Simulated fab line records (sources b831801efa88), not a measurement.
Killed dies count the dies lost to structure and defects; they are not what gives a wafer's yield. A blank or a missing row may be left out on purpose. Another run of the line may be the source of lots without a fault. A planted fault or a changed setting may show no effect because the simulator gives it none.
Which tool did it? :: flow sky130 :: 11 lots with 33 wafers sampled at 2 steps, on a route of 708 steps

## WHAT THE GAUGES SHOWED, per wafer
SKY_VIA1_OVL_MEAS_13.
lot: L886
measured: day 35 14:11
on: overlay-01
VIA1_OVL (nm): 4 -2 2

lot: L888
measured: day 35 14:53
on: overlay-02
VIA1_OVL (nm): 7 10 0

lot: L887
measured: day 35 17:17
on: overlay-02
VIA1_OVL (nm): 7 7 14

lot: L891
measured: day 36 05:47
on: overlay-01
VIA1_OVL (nm): -6 -6 -11

lot: L896
measured: day 37 16:39
on: overlay-02
VIA1_OVL (nm): 11 8 4

lot: L902
measured: day 39 11:29
on: overlay-01
VIA1_OVL (nm): -6 -1 -5

lot: L903
measured: day 39 18:17
on: overlay-01
VIA1_OVL (nm): -8 7 11

lot: L904
measured: day 40 02:44
on: overlay-01
VIA1_OVL (nm): 1 2 3

lot: L905
measured: day 40 03:35
on: overlay-01
VIA1_OVL (nm): 5 8 6

lot: L907
measured: day 40 11:38
on: overlay-02
VIA1_OVL (nm): -4 1 -1

lot: L906
measured: day 40 17:32
on: overlay-01
VIA1_OVL (nm): 5 4 1

## TOOL THAT RAN EACH LOT (tool first, then ch and the chambers of the sampled wafers, then the start)
lot: L886
SKY_METAL1_STRIP_20: plasma_asher-03 ch 0,1, day 34 10:01

lot: L888
SKY_METAL1_STRIP_20: plasma_asher-01 ch 0,1, day 34 11:12

lot: L887
SKY_METAL1_STRIP_20: plasma_asher-01 ch 0,1, day 34 13:38

lot: L891
SKY_METAL1_STRIP_20: plasma_asher-01 ch 1, day 35 02:33

lot: L896
SKY_METAL1_STRIP_20: plasma_asher-02 ch 0,1, day 36 13:49

lot: L902
SKY_METAL1_STRIP_20: plasma_asher-02 ch 0,1, day 38 09:00

lot: L903
SKY_METAL1_STRIP_20: plasma_asher-03 ch 0,1, day 38 16:22

lot: L904
SKY_METAL1_STRIP_20: plasma_asher-02 ch 1, day 39 00:33

lot: L905
SKY_METAL1_STRIP_20: plasma_asher-02 ch 0,1, day 39 01:30

lot: L907
SKY_METAL1_STRIP_20: plasma_asher-03 ch 0,1, day 39 09:56

lot: L906
SKY_METAL1_STRIP_20: plasma_asher-02 ch 0,1, day 39 16:27
- SKY_METAL1_STRIP_20: strips in O2/N2.

## THE ANSWER, worked out from the rows above alone
Rule: usual is defined by the lots themselves. Put in order of their means at a reading, lots are off if they are a third of the lots or fewer, leave a main group of 4 or more, and stand apart from it by a gap of 3 or more times the standard deviation of the main group's means; of several such gaps the widest counts. If all means in a main group match to the digits the tables above print for the reading, that group is not used. A lot without any number at a reading at which 4 lots or more have one is off too. All remaining lots with rows at the step are treated as sound.
Nothing can be told from this: no lot is off at any reading shown.

## WHAT THE SIMULATOR PUT IN
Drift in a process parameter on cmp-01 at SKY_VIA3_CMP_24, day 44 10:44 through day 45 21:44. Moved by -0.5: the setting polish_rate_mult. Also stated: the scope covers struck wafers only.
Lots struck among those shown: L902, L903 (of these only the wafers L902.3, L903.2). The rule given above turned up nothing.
